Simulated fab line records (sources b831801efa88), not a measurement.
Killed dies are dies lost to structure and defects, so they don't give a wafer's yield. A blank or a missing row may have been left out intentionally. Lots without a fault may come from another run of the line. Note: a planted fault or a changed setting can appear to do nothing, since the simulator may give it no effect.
Problem report, 8D (eight disciplines) form, completed by code | flow sky130 | the parts of the form that need people (team, actions taken, sign-off) are left out

1. PROBLEM STATEMENT
SKY_FIELD_ISO_ETCH_17, oes_product_au: mean 1.420 a.u. over 1 wafer from 1 lot; wafers with no fault: 1.001 a.u., standard deviation 0.0092. That puts it +46 standard deviations away from the usual mean.
The step: etches Si in HBr/Cl2/O2, target depth 342 nm, time 97.7 s.
First seen on wafer L259.4, day 5 07:19, on rie_si-02. The record has a number at this step for 36 wafers belonging to 12 lots. Rule for "out", or "out of limits": more than 4 standard deviations from the usual mean. Any other wafer with a number is counted as sound.

2. WHAT IT IS, WHAT IT ISN'T
question                    | is                                 | is not
which readings at this step | oes_product_au, throttle_valve_pct | O2_flow_sccm, chamber_pressure_mTorr, drypump_motor_current_A
which lots                  | L259                               | L246, L247, L248, L249, L250, L251, L253, L255, L256, L257, L261
which wafers of those lots  | L259.4                             | L259.1, L259.6
read on which tools         | rie_si-02                          | rie_si-01
when                        | from day 5 07:19                   | up to then (32 sound wafers); but 3 sound wafers of L261 came after

3. WHAT RULES OUT EACH SUSPECT
Counting: any tool at a process step up to the reading remains a suspect provided it ran every lot that is out. Sound lots after the first of them don't rule it out here, since some wafers of a struck lot are sound.
- rie_si-02 at SKY_FIELD_ISO_ETCH_17 (etches Si in HBr/Cl2/O2, target depth 342 nm, time 97.7 s): kept. It processed L259, the lot that is out, at day 5 07:19, and its most recent sound lot before then was L257 at day 4 20:25. On those wafers its own readings are out: oes_product_au, throttle_valve_pct.
- At SKY_FIELD_ISO_ETCH_17 on rie_si-02, chamber 2 took the sound wafers of the same lots and chamber 3 took the wafers that are out.
Left after counting: rie_si-02 at SKY_FIELD_ISO_ETCH_17.

4. THE CAUSE (what the simulator had put in)
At SKY_FIELD_ISO_ETCH_17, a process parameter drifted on rie_si-02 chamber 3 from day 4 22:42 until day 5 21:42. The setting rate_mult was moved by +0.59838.
After counting, this tool was the only one left.

5. THE EFFECT CHAIN, in route order
Each row: a reading where the mean over the struck wafers with a number is more than 3 standard deviations away from the usual. Only readings for which the record gives a usual standard deviation are gone through. hours: the time from each lot's start at the first step in this table that gives one to its start at this step, as a median over the lots. sigmas: the change in usual standard deviations.
hours | step                  | reading            | usual      | on struck wafers | change | sigmas
0     | SKY_FIELD_ISO_ETCH_17 | oes_product_au     | 1.001 a.u. | 1.420            | +0.419 | +46
0     | SKY_FIELD_ISO_ETCH_17 | throttle_valve_pct | 25.656 %   | 25.369           | -0.287 | -29
Its process steps:
- SKY_FIELD_ISO_ETCH_17: etches Si in HBr/Cl2/O2, target depth 342 nm, time 97.7 s.
At these later measuring or inspecting steps, every struck wafer for which the step has a row has a number for every such reading, and none has moved that far: SKY_LDD_N_OVL_MEAS_07, SKY_LDD_LDN_TW_MEAS_13.

6. HOW IT WOULD HAVE BEEN CAUGHT EARLIER
9 hours passed between the start of the fault at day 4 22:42 and the first reading out of limits in this record, taken at day 5 07:19.
